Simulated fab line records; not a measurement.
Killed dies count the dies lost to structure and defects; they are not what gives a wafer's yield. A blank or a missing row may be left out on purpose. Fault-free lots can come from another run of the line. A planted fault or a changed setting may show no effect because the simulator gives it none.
fab line records | flow sky130
[record] lots = 5 wafers = 23
route steps=708 shown SD_P@326 RES_XHIGH@339 SD_N@348 LI_CONTACT@362 LOCAL_INTERCONNECT@393 CONTACT@425
startH: the number of hours between the record's first day and the start of the first shown wafer of the lot | waitH: time in hours since the lot's previous step | " unchanged from the row above | L1.1+2: one row covering several wafers at once | - either no value or no given start | * or withheld: withheld | < > ~ a bound
route shown NAME@n: a module of which the file shows steps, and the number in the route of the first | usual: mean/standard deviation of fault-free wafers | same: alike in all rows | chamber/n: place in a boat | sites: per-site readings | _std_site: standard deviation across them | _edge_site: outer sites' mean less inner sites' | radiusMm: how far each site lies from the wafer's centre | mask NAME#n: copy n | behind: the last tool/chamber to shape the wafer | hold: why the lot was held/for how many hours/how that ended | device: the n, p or np transistor that did not switch | end of line: tests of these same wafers at the route's end | for a step that has no rows: nothing shown but its recipe | killed: dies that structure and defects cost at the first sort, which is not the same as the wafer's yield | map: a wafer's dies, marking killed ones x, the rest . and places with no die _
set.NAME: the setting as run; set.NAME@STEP: as run at that earlier step | model.NAME: the simulator's own value behind a step, which no gauge read
lots with deliberately changed settings; one table per step, one row per wafer
[[steps]]
[step SKY_SD_P_DEVELOP_06]
[recipe] resist = NOVOLAK developer = TMAH developTimeS = 60 devTempC = 23
// columns lot.wafer tool chamber startH waitH set.developTimeS
L074.1+2+3+4+6 lithoTrack-01 0 569.12 0.1 60
L078.1+4+6 lithoTrack-02 0 621.87 0.1 63.87
L078.2+5 " 0 " " 60
L081.2+3+6 lithoTrack-03 0 640.02 0.1 60
L083.1+4+6 lithoTrack-02 0 663.97 0.1 53.11
L083.2+5 " 0 " " 60
L085.1+2+3+4+6 lithoTrack-03 0 679.64 0.1 60
[step SKY_SD_P_CD_MEAS_07]
[recipe] targetCdNm = 380
[usual] cdNm = 380/3.4
// columns lot.wafer tool chamber startH waitH set.developTimeS@SD_P_DEVELOP_06 cdNm
L074.1 cdSem-02 - 569.27 0.1 60 387
L074.2 " - " " 60 384
L074.3 " - " " 60 387
L074.4 " - " " 60 387
L074.6 " - " " 60 385
L078.1 cdSem-01 - 622.02 0.1 63.87 381
L078.2 " - " " 60 378
L078.4 " - " " 63.87 383
L078.5 " - " " 60 375
L078.6 " - " " 63.87 383
L081.2 cdSem-02 - 640.26 0.2 60 385
L081.3 " - " " 60 380
L081.6 " - " " 60 383
L083.1 cdSem-02 - 664.12 0.1 53.11 367
L083.2 " - " " 60 381
L083.4 " - " " 53.11 368
L083.5 " - " " 60 380
L083.6 " - " " 53.11 367
L085.1 cdSem-01 - 679.79 0.1 60 378
L085.2 " - " " 60 374
L085.3 " - " " 60 375
L085.4 " - " " 60 375
L085.6 " - " " 60 377
[step SKY_RES_XHIGH_IMPLANT_07]
[recipe] species = BF2 energyKev = 20 doseCm2 = 3.6e+14 tiltDeg = 0
// columns lot.wafer tool chamber startH waitH set.doseCm2
L074.1+3 implanter-01 0 599.42 0.1 3.6e+14
L074.2+4+6 " 0 " " 3.796e+14
L078.1+5+6 implanter-01 0 651.63 0.1 3.7e+14
L078.2+4 " 0 " " 3.6e+14
L081.2+3+6 implanter-04 0 669.64 0.1 3.6e+14
L083.1+6 implanter-02 0 693.27 0.1 3.478e+14
L083.2+4+5 " 0 " " 3.6e+14
L085.1+6 implanter-02 0 709.63 0.1 3.365e+14
L085.2+3+4 " 0 " " 3.6e+14
[step SKY_RES_XHIGH_STRIP_08]
[recipe] chemistry = O2/N2 powerW = 1400 pressureMtorr = 1500 platenTempC = withheld o2FlowSccm = 3000 n2FlowSccm = 300 overashFraction = 0.5
[step SKY_RES_XHIGH_TW_MEAS_09]
[usual] RES_XHIGH_TW = 1656/8
// columns lot.wafer tool chamber startH waitH set.doseCm2@RES_XHIGH_IMPLANT_07 RES_XHIGH_TW
L074.1 filmMetro-03 - 599.67 0.1 3.6e+14 1644
L074.2 " - " " 3.796e+14 1678
L074.3 " - " " 3.6e+14 1637
L074.4 " - " " 3.796e+14 1675
L074.6 " - " " 3.796e+14 1671
L078.1 filmMetro-01 - 651.88 0.1 3.7e+14 1673
L078.2 " - " " 3.6e+14 1669
L078.4 " - " " 3.6e+14 1674
L078.5 " - " " 3.7e+14 1671
L078.6 " - " " 3.7e+14 1681
L081.2 filmMetro-01 - 669.88 0.1 3.6e+14 1664
L081.3 " - " " 3.6e+14 1668
L081.6 " - " " 3.6e+14 1668
L083.1 filmMetro-01 - 693.52 0.1 3.478e+14 1646
L083.2 " - " " 3.6e+14 1661
L083.4 " - " " 3.6e+14 1667
L083.5 " - " " 3.6e+14 1655
L083.6 " - " " 3.478e+14 1646
L085.1 filmMetro-04 - 709.88 0.1 3.365e+14 1619
L085.2 " - " " 3.6e+14 1649
L085.3 " - " " 3.6e+14 1651
L085.4 " - " " 3.6e+14 1644
L085.6 " - " " 3.365e+14 1618
[step SKY_SD_N_DEVELOP_06]
[recipe] resist = NOVOLAK developer = TMAH developTimeS = 60 devTempC = 23
// columns lot.wafer tool chamber startH waitH set.devTempC
L074.1+2+3 lithoTrack-01 0 628.27 0.1 20.75
L074.4+6 " 0 " " 23
L078.1+2+4 lithoTrack-04 0 681.13 0.1 23
L078.5+6 " 0 " " 25.96
L081.2+3+6 lithoTrack-04 0 698.91 0.1 23
L083.1+2+5 lithoTrack-02 0 721.62 0.1 19.34
L083.4+6 " 0 " " 23
L085.1+2+3 lithoTrack-04 0 736.88 0.1 23
L085.4+6 " 0 " " 25.28
[step SKY_SD_N_CD_MEAS_07]
[recipe] targetCdNm = 380
[usual] cdNm = 379.8/2.3
// columns lot.wafer tool chamber startH waitH set.devTempC@SD_N_DEVELOP_06 cdNm
L074.1 cdSem-02 - 628.42 0.1 20.75 383.7
L074.2 " - " " 20.75 384.6
L074.3 " - " " 20.75 386.6
L074.4 " - " " 23 379.7
L074.6 " - " " 23 376.7
L078.1 cdSem-01 - 681.28 0.1 23 379.6
L078.2 " - " " 23 379.4
L078.4 " - " " 23 379.8
L078.5 " - " " 25.96 370.2
L078.6 " - " " 25.96 372.5
L081.2 cdSem-02 - 699.05 0.1 23 377.8
L081.3 " - " " 23 382.0
L081.6 " - " " 23 383.4
L083.1 cdSem-02 - 721.86 0.2 19.34 388.6
L083.2 " - " " 19.34 388.6
L083.4 " - " " 23 377.2
L083.5 " - " " 19.34 388.7
L083.6 " - " " 23 377.1
L085.1 cdSem-02 - 737.03 0.1 23 380.5
L085.2 " - " " 23 380.9
L085.3 " - " " 23 381.0
L085.4 " - " " 25.28 373.7
L085.6 " - " " 25.28 374.4
[step SKY_SD_N_IMPLANT_09]
[recipe] species = As energyKev = 50 doseCm2 = 4e+15 tiltDeg = 0
// columns lot.wafer tool chamber startH waitH set.energyKev model.implant.rpNm model.implant.drpNm
L074.1+3+4 implanter-02 0 628.57 0.0 47.89 30.96 13.66
L074.2+6 " 0 " " 50 32.06 14.11
L078.1+6 implanter-04 0 681.44 0.0 50 33.01 14.11
L078.2+4+5 " 0 " " 51.4 33.76 14.4
L081.2+3+6 implanter-02 0 699.21 0.0 50 31.54 14.11
L083.1+5+6 implanter-02 0 722.02 0.0 47.16 31.12 13.51
L083.2+4 " 0 " " 50 32.63 14.11
L085.1+2+4 implanter-04 0 737.19 0.0 48.97 32.64 13.89
L085.3+6 " 0 " " 50 33.19 14.11
[step SKY_SD_N_IMPLANT_10]
[recipe] species = P energyKev = 20 doseCm2 = 1e+14 tiltDeg = 0
[step SKY_SD_N_STRIP_11]
[recipe] chemistry = O2/N2 powerW = 1400 pressureMtorr = 1500 platenTempC = withheld o2FlowSccm = 3000 n2FlowSccm = 300 overashFraction = 0.5
[usual] stripTimeToEndpointS = 22.56/0.034
// columns lot.wafer tool chamber startH waitH set.energyKev@SD_N_IMPLANT_09 stripTimeToEndpointS
L074.1 plasmaAsher-01 1 628.87 0.1 47.89 22.25
L074.2 " 0 " " 50 22.59
L074.3 " 0 " " 47.89 22.33
L074.4 " 1 " " 47.89 22.29
L074.6 " 0 " " 50 22.60
L078.1 plasmaAsher-04 0 681.74 0.1 50 22.61
L078.2 " 1 " " 51.4 22.80
L078.4 " 1 " " 51.4 22.80
L078.5 " 0 " " 51.4 22.78
L078.6 " 1 " " 50 22.57
L081.2 plasmaAsher-01 1 699.49 0.1 50 22.59
L081.3 " 0 " " 50 22.59
L081.6 " 1 " " 50 22.55
L083.1 plasmaAsher-01 1 722.32 0.1 47.16 22.17
L083.2 " 0 " " 50 22.57
L083.4 " 0 " " 50 22.59
L083.5 " 1 " " 47.16 22.14
L083.6 " 0 " " 47.16 22.14
L085.1 plasmaAsher-02 1 737.49 0.1 48.97 22.41
L085.2 " 0 " " 48.97 22.38
L085.3 " 0 " " 50 22.54
L085.4 " 1 " " 48.97 22.43
L085.6 " 1 " " 50 22.51
[step SKY_SD_N_TW_MEAS_12]
[usual] SD_N_TW = 4013/17
// columns lot.wafer tool chamber startH waitH set.energyKev@SD_N_IMPLANT_09 SD_N_TW
L074.1 filmMetro-01 - 628.97 0.1 47.89 3987
L074.2 " - " " 50 4026
L074.3 " - " " 47.89 4005
L074.4 " - " " 47.89 3949
L074.6 " - " " 50 4028
L078.1 filmMetro-04 - 681.84 0.1 50 4040
L078.2 " - " " 51.4 4052
L078.4 " - " " 51.4 4064
L078.5 " - " " 51.4 4075
L078.6 " - " " 50 4009
L081.2 filmMetro-01 - 699.60 0.1 50 4002
L081.3 " - " " 50 4005
L081.6 " - " " 50 3991
L083.1 filmMetro-03 - 722.42 0.1 47.16 3920
L083.2 " - " " 50 4013
L083.4 " - " " 50 4002
L083.5 " - " " 47.16 3944
L083.6 " - " " 47.16 3947
L085.1 filmMetro-03 - 737.59 0.1 48.97 3969
L085.2 " - " " 48.97 3956
L085.3 " - " " 50 4005
L085.4 " - " " 48.97 3981
L085.6 " - " " 50 4000
[step SKY_SD_N_CLEAN_13]
[recipe] chemistry = SC1/SC2 mix = 1:4:20 tempC = 70 timeS = 150 dry = n2Spin
[step SKY_SD_N_RTA_14]
[recipe] tempC = 1075 timeS = 2 idleTempC = 650 rampUpCPerS = 150 rampDownCPerS = 90 ambient = N2
[step SKY_SD_N_RS_MEAS_16]
[recipe] thkMeasGauge = four-point-probe
[usual] SD_N_RS = 68.50/0.1
// columns lot.wafer tool chamber startH waitH set.energyKev@SD_N_IMPLANT_09 SD_N_RS[ohm/sq]
L074.1 filmMetro-04 - 629.26 0.1 47.89 70.13
L074.2 " - " " 50 68.39
L074.3 " - " " 47.89 69.88
L074.4 " - " " 47.89 69.97
L074.6 " - " " 50 68.50
L078.1 filmMetro-03 - 682.16 0.1 50 68.50
L078.2 " - " " 51.4 67.41
L078.4 " - " " 51.4 67.53
L078.5 " - " " 51.4 67.62
L078.6 " - " " 50 68.35
L081.2 filmMetro-03 - 699.89 0.1 50 68.59
L081.3 " - " " 50 68.67
L081.6 " - " " 50 68.56
L083.1 filmMetro-01 - 722.79 0.1 47.16 70.73
L083.2 " - " " 50 68.70
L083.4 " - " " 50 68.63
L083.5 " - " " 47.16 70.75
L083.6 " - " " 47.16 70.65
L085.1 filmMetro-04 - 737.87 0.1 48.97 69.18
L085.2 " - " " 48.97 69.28
L085.3 " - " " 50 68.44
L085.4 " - " " 48.97 69.20
L085.6 " - " " 50 68.44
[step SKY_SD_N_RS_MEAS_18]
[recipe] thkMeasGauge = four-point-probe
[usual] RES_XHIGH_RS = 333.2/1.2
// columns lot.wafer tool chamber startH waitH set.doseCm2@RES_XHIGH_IMPLANT_07 RES_XHIGH_RS[ohm/sq]
L074.1 filmMetro-04 - 629.50 0.1 3.6e+14 333.8
L074.2 " - " " 3.796e+14 317.9
L074.3 " - " " 3.6e+14 332.4
L074.4 " - " " 3.796e+14 317.5
L074.6 " - " " 3.796e+14 317.8
L078.1 filmMetro-03 - 682.40 0.1 3.7e+14 325.6
L078.2 " - " " 3.6e+14 332.8
L078.4 " - " " 3.6e+14 332.2
L078.5 " - " " 3.7e+14 323.6
L078.6 " - " " 3.7e+14 324.2
L081.2 filmMetro-03 - 700.13 0.1 3.6e+14 331.6
L081.3 " - " " 3.6e+14 334.2
L081.6 " - " " 3.6e+14 334.4
L083.1 filmMetro-01 - 723.03 0.1 3.478e+14 343.0
L083.2 " - " " 3.6e+14 333.3
L083.4 " - " " 3.6e+14 331.3
L083.5 " - " " 3.6e+14 334.5
L083.6 " - " " 3.478e+14 343.5
L085.1 filmMetro-04 - 738.11 0.1 3.365e+14 354.3
L085.2 " - " " 3.6e+14 333.0
L085.3 " - " " 3.6e+14 332.4
L085.4 " - " " 3.6e+14 332.3
L085.6 " - " " 3.365e+14 353.6
[step SKY_LI_CONTACT_HDPCVD_00]
[recipe] material = PSG targetThkNm = 930 sigmaOpenFrac = 0.3 timeS = 155 tempC = 600 sih4FlowSccm = 60 pressureMtorr = 6
// columns lot.wafer tool chamber startH waitH set.timeS model.PSG_of_LI_CONTACT_HDPCVD_00.thkNm
L074.1 hdpcvd-02 0 629.63 0.0 155 912.2
L074.2 " 2 " " 155 922.6
L074.3 " 1 " " 155 915
L074.4 " 1 " " 155 915.8
L074.6 " 2 " " 155 919.8
L078.1 hdpcvd-01 1 682.54 0.0 155 924.7
L078.2 " 0 " " 155 932.6
L078.4 " 1 " " 155 930.3
L078.5 " 2 " " 155 926.1
L078.6 " 0 " " 155 945.1
L081.2 hdpcvd-02 0 700.25 0.0 155 935
L081.3 " 1 " " 155 922.1
L081.6 " 0 " " 155 926.9
L083.1 hdpcvd-02 2 723.17 0.0 155 927.3
L083.2 " 0 " " 155 934.5
L083.4 " 1 " " 155 933.1
L083.5 " 2 " " 145.2 861.3
L083.6 " 0 " " 145.2 874.1
L085.1 hdpcvd-02 2 738.25 0.0 155 927.3
L085.2 " 1 " " 178.1 1071
L085.3 " 0 " " 178.1 1074
L085.4 " 1 " " 155 927.4
L085.6 " 0 " " 178.1 1070
[step SKY_LI_CONTACT_THK_MEAS_01]
[recipe] reads = PSG_of_LI_CONTACT_HDPCVD_00
[usual] LI_CONTACT_HDPCVD_THK = 929/8.7
// columns lot.wafer tool chamber startH waitH set.timeS@LI_CONTACT_HDPCVD_00 LI_CONTACT_HDPCVD_THK[nm]
L074.1 filmMetro-03 - 629.74 0.1 155 912
L074.2 " - " " 155 922
L074.3 " - " " 155 915
L074.4 " - " " 155 916
L074.6 " - " " 155 919
L078.1 filmMetro-01 - 682.64 0.1 155 924
L078.2 " - " " 155 933
L078.4 " - " " 155 930
L078.5 " - " " 155 926
L078.6 " - " " 155 946
L081.2 filmMetro-01 - 700.36 0.1 155 935
L081.3 " - " " 155 922
L081.6 " - " " 155 927
L083.1 filmMetro-01 - 723.27 0.1 155 928
L083.2 " - " " 155 934
L083.4 " - " " 155 934
L083.5 " - " " 145.2 861
L083.6 " - " " 145.2 873
L085.1 filmMetro-03 - 738.35 0.1 155 927
L085.2 " - " " 178.1 1071
L085.3 " - " " 178.1 1074
L085.4 " - " " 155 928
L085.6 " - " " 178.1 1070
[step SKY_LI_CONTACT_CMP_02]
[recipe] material = PSG downForcePsi = 4 platenRpm = 60 padVelocityMS = 0.94248
[usual] timeToEndpointS = 31.4/2.4
// columns lot.wafer tool chamber startH waitH set.timeS@LI_CONTACT_HDPCVD_00 timeToEndpointS
L074.4 cmp-02 2 629.80 0.0 155 32.6
L074.1 " 3 " " 155 31.9
L074.2 " 0 " " 155 29.7
L074.3 " 1 " " 155 30.3
L074.6 " 2 " " 155 32.4
L078.4 cmp-01 0 682.70 0.0 155 31.9
L078.2 " 1 " " 155 34.8
L078.1 " 2 " " 155 33.8
L078.5 " 0 " " 155 32.0
L078.6 " 1 " " 155 35.3
L081.3 cmp-01 0 700.41 0.0 155 32.4
L081.2 " 3 " " 155 28.3
L081.6 " 0 " " 155 29.6
L083.2 cmp-01 2 723.33 0.0 155 33.5
L083.1 " 3 " " 155 31.7
L083.4 " 1 " " 155 32.6
L083.5 " 2 " " 145.2 28.2
L083.6 " 3 " " 145.2 23.8
L085.2 cmp-02 3 738.41 0.0 178.1 41.7
L085.3 " 0 " " 178.1 43.0
L085.1 " 1 " " 155 26.2
L085.4 " 2 " " 155 29.5
L085.6 " 0 " " 178.1 39.9
[step SKY_LOCAL_INTERCONNECT_COAT_06]
[recipe] resist = KrF-thick spinRpm = 3000 resistThkNm = 450
// columns lot.wafer tool chamber startH waitH set.spinRpm model.KrF-thick_of_LOCAL_INTERCONNECT_COAT_06.thkNm
L074.1 lithoTrack-03 0 - - 3220 432.7
L074.2 " 0 " " 3220 432.9
L074.3 " 0 " " 3000 449.5
L074.4 " 0 " " 3000 448.7
L074.6 " 0 " " 3000 447.3
L078.1 lithoTrack-03 0 - - 3000 450.4
L078.2 " 0 " " 3000 449.6
L078.4 " 0 " " 2826 463.6
L078.5 " 0 " " 2826 462.9
L078.6 " 0 " " 2826 463.7
L081.2+3 lithoTrack-01 0 - - 3000 446.7
L081.6 " 0 " " 3000 448.9
L083.1 lithoTrack-02 0 - - 2801 468.5
L083.2 " 0 " " 3000 452.9
L083.4 " 0 " " 2801 466.1
L083.5 " 0 " " 3000 450.8
L083.6 " 0 " " 2801 467.3
L085.1 lithoTrack-02 0 - - 3000 450.7
L085.2 " 0 " " 2929 456.6
L085.3 " 0 " " 3000 449.8
L085.4 " 0 " " 2929 456.4
L085.6 " 0 " " 3000 450.3
[step SKY_LOCAL_INTERCONNECT_METAL_ETCH_14]
[recipe] targetDepthNm = 110 stopOn = PSG chemistry = Cl2/BCl3 target = TiN resistSidewallDeg = 88 pressureMtorr = 10 icpW = 900 biasW = 48.5 Cl2_flow_sccm = 60 bcl3FlowSccm = 30 timeS = 31.4
// columns lot.wafer tool chamber startH waitH set.biasW set.spinRpm@LOCAL_INTERCONNECT_COAT_06 model.KrF-thick_of_LOCAL_INTERCONNECT_COAT_06.thkNm
L074.1 rieMetal-02 1 690.74 0.0 48.5 3220 330.1
L074.2 " 0 " " 43.43 3220 331.1
L074.3 " 1 " " 48.5 3000 346.7
L074.4 " 0 " " 43.43 3000 347.8
L074.6 " 0 " " 48.5 3000 344
L078.1 rieMetal-04 0 740.99 0.0 48.5 3000 350.4
L078.2 " 1 " " 48.5 3000 349.8
L078.4 " 0 " " 53.14 2826 361.8
L078.5 " 0 " " 48.5 2826 362.7
L078.6 " 1 " " 53.14 2826 362.9
L081.2 rieMetal-02 0 758.34 0.0 48.5 3000 343.8
L081.3 " 0 " " 48.5 3000 344.1
L081.6 " 0 " " 48.5 3000 346.2
L083.1 rieMetal-03 1 780.94 0.0 48.5 2801 367.3
L083.2 " 0 " " 48.5 3000 351.2
L083.4 " 1 " " 51.52 2801 363.6
L083.5 " 0 " " 48.5 3000 348.8
L083.6 " 1 " " 51.52 2801 365.1
L085.1 rieMetal-03 1 793.29 0.0 51.48 3000 348.1
L085.2 " 0 " " 51.48 2929 354.5
L085.3 " 1 " " 48.5 3000 348.5
L085.4 " 0 " " 48.5 2929 354.5
L085.6 " 0 " " 51.48 3000 348.2
[step SKY_LOCAL_INTERCONNECT_STRIP_15]
[recipe] chemistry = O2/N2 powerW = 1400 pressureMtorr = 1500 platenTempC = withheld o2FlowSccm = 3000 n2FlowSccm = 300 overashFraction = 0.5
[usual] stripTimeToEndpointS = 4.714/0.019
// columns lot.wafer tool chamber startH waitH set.spinRpm@LOCAL_INTERCONNECT_COAT_06 stripTimeToEndpointS
L074.1 plasmaAsher-02 0 690.79 0.0 3220 4.536
L074.2 " 1 " " 3220 4.543
L074.3 " 0 " " 3000 4.698
L074.4 " 1 " " 3000 4.734
L074.6 " 0 " " 3000 4.684
L078.1 plasmaAsher-04 0 741.04 0.0 3000 4.736
L078.2 " 1 " " 3000 4.727
L078.4 " 1 " " 2826 4.862
L078.5 " 0 " " 2826 4.853
L078.6 " 1 " " 2826 4.849
L081.2 plasmaAsher-03 1 758.39 0.0 3000 4.646
L081.3 " 0 " " 3000 4.661
L081.6 " 1 " " 3000 4.696
L083.1 plasmaAsher-03 0 780.99 0.0 2801 4.918
L083.2 " 1 " " 3000 4.746
L083.4 " 1 " " 2801 4.877
L083.5 " 1 " " 3000 4.714
L083.6 " 0 " " 2801 4.895
L085.1 plasmaAsher-03 1 793.34 0.0 3000 4.713
L085.2 " 0 " " 2929 4.779
L085.3 " 1 " " 3000 4.708
L085.4 " 0 " " 2929 4.765
L085.6 " 0 " " 3000 4.708
[step SKY_CONTACT_STRIP_19]
[recipe] chemistry = O2/N2 powerW = 1400 pressureMtorr = 1500 platenTempC = withheld o2FlowSccm = 3000 n2FlowSccm = 300 overashFraction = 0.5
[usual] stripTimeToEndpointS = 3.61/0.032
// columns lot.wafer tool chamber startH waitH set.powerW stripTimeToEndpointS
L074.1 plasmaAsher-01 0 720.91 - 1400 3.58
L074.2 " 1 " " 1241 3.95
L074.3 " 0 " " 1241 3.97
L074.4 " 1 " " 1241 3.96
L074.6 " 0 " " 1400 3.60
L078.1 plasmaAsher-04 1 770.59 - 1400 3.64
L078.2 " 0 " " 1400 3.63
L078.4 " 0 " " 1400 3.65
L078.5 " 1 " " 1487 3.45
L078.6 " 0 " " 1487 3.47
L081.2 plasmaAsher-03 1 786.61 - 1400 3.67
L081.3 " 0 " " 1400 3.63
L081.6 " 1 " " 1400 3.65
L083.1 plasmaAsher-01 1 809.13 - 1520 3.38
L083.2 " 0 " " 1520 3.40
L083.4 " 1 " " 1400 3.66
L083.5 " 0 " " 1400 3.63
L083.6 " 1 " " 1400 3.60
L085.1 plasmaAsher-01 1 820.63 - 1400 3.61
L085.2 " 0 " " 1304 3.82
L085.3 " 1 " " 1400 3.62
L085.4 " 0 " " 1400 3.58
L085.6 " 1 " " 1304 3.81
[[key]]
[split] step = SKY_SD_P_DEVELOP_06 setting = developTimeS stated = 60 by = wafer
[response] step = SKY_SD_P_CD_MEAS_07 reading = cdNm change = +1.09 per = 1% r = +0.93
[split] step = SKY_RES_XHIGH_IMPLANT_07 setting = doseCm2 stated = 3.6e+14 by = wafer
[response] step = SKY_RES_XHIGH_TW_MEAS_09 reading = RES_XHIGH_TW change = +4.8 per = 1% r = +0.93
[response] step = SKY_SD_N_RS_MEAS_18 reading = RES_XHIGH_RS change = -3.06 per = 1% r = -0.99
[split] step = SKY_SD_N_DEVELOP_06 setting = devTempC stated = 23 by = wafer
[response] step = SKY_SD_N_CD_MEAS_07 reading = cdNm change = -0.688 per = 1% r = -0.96
[split] step = SKY_SD_N_IMPLANT_09 setting = energyKev stated = 50 by = wafer
[response] step = SKY_SD_N_IMPLANT_09 reading = model.implant.rpNm change = +0.266 per = 1% r = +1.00
[response] step = SKY_SD_N_IMPLANT_09 reading = model.implant.drpNm change = +0.106 per = 1% r = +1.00
[response] step = SKY_SD_N_STRIP_11 reading = stripTimeToEndpointS change = * per = 1% r = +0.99
[response] step = SKY_SD_N_TW_MEAS_12 reading = SD_N_TW change = +12.5 per = 1% r = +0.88
[response] step = SKY_SD_N_RS_MEAS_16 reading = SD_N_RS change = -0.359 per = 1% r = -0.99
[split] step = SKY_LI_CONTACT_HDPCVD_00 setting = timeS stated = 155 by = wafer
[response] step = SKY_LI_CONTACT_HDPCVD_00 reading = model.PSG_of_LI_CONTACT_HDPCVD_00.thkNm change = +9.75 per = 1% r = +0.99
[response] step = SKY_LI_CONTACT_THK_MEAS_01 reading = LI_CONTACT_HDPCVD_THK change = +9.79 per = 1% r = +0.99
[response] step = SKY_LI_CONTACT_CMP_02 reading = timeToEndpointS change = * per = 1% r = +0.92
[split] step = SKY_LOCAL_INTERCONNECT_COAT_06 setting = spinRpm stated = 3000 by = wafer
[response] step = SKY_LOCAL_INTERCONNECT_COAT_06 reading = model.KrF-thick_of_LOCAL_INTERCONNECT_COAT_06.thkNm change = -2.26 per = 1% r = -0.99
[response] step = SKY_LOCAL_INTERCONNECT_METAL_ETCH_14 reading = model.KrF-thick_of_LOCAL_INTERCONNECT_COAT_06.thkNm change = -2.2 per = 1% r = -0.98
[response] step = SKY_LOCAL_INTERCONNECT_STRIP_15 reading = stripTimeToEndpointS change = * per = 1% r = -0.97
[split] step = SKY_LOCAL_INTERCONNECT_METAL_ETCH_14 setting = biasW stated = 48.5 by = wafer
response none clear
[split] step = SKY_CONTACT_STRIP_19 setting = powerW stated = 1400 by = wafer
[response] step = SKY_CONTACT_STRIP_19 reading = stripTimeToEndpointS change = * per = 1% r = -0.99
